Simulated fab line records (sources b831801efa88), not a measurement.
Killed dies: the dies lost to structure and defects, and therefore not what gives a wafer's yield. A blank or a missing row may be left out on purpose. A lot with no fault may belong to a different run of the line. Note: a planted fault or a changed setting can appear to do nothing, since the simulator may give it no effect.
One fault seen from 2 desks | flow sky130 | what lay behind the numbers comes last; until then each desk has only its own

DESK OF THE TOOL OWNER: pvd-sputter-01
The tool's own readings at SKY_LI_CONTACT_SPUTTER_19 (material Ti, target thk 20 nm, time 106.37 s): means of the sampled wafers that have a number, for each lot that ran on this tool. If a lot's mean is further than 4 standard deviations from the usual mean, the lot is out of limits and carries the mark OUT (the distance appears in the brackets).
Columns: A = cathode-dc-power-W at SKY_LI_CONTACT_SPUTTER_19, usual 2500.0 W; B = substrate-temp-c at SKY_LI_CONTACT_SPUTTER_19, usual 200.00 C; C = throttle-valve-pct at SKY_LI_CONTACT_SPUTTER_19, usual 30.0 %
lot  | first seen here | A      | B      | C
L210 | day 31 14:12    | 2500.2 | 199.94 | 30.4
L223 | day 35 13:57    | 2500.0 | 199.94 | 28.6
This desk found nothing out of limits on any of the 2 lots.

THE METROLOGY DESK
Means of the sampled wafers that have a number, per lot and without regard to the tool the lot ran on: this is what the gauges read. If a lot's mean is further than 4 standard deviations from the usual mean, the lot is out of limits and carries the mark OUT (the distance appears in the brackets).
Columns: A = cd-nm at SKY_LI_CONTACT_CD_MEAS_12, usual 170.0 nm; B = LI_CONTACT_OVL at SKY_LI_CONTACT_OVL_MEAS_13, usual 1 nm
lot  | first seen here | A     | B
L206 | day 29 15:34    | 170.4 | 2
L210 | day 31 13:37    | 171.1 | 1
L223 | day 35 13:23    | 171.0 | 7
L226 | day 36 09:53    | 170.1 | -7
L227 | day 36 12:08    | 170.1 | -2
This desk found nothing out of limits on any of the 5 lots.

PUT TOGETHER
The desk of the tool owner found nothing out of limits.
The metrology desk saw nothing out of limits.

WHAT THE SIMULATOR PUT IN
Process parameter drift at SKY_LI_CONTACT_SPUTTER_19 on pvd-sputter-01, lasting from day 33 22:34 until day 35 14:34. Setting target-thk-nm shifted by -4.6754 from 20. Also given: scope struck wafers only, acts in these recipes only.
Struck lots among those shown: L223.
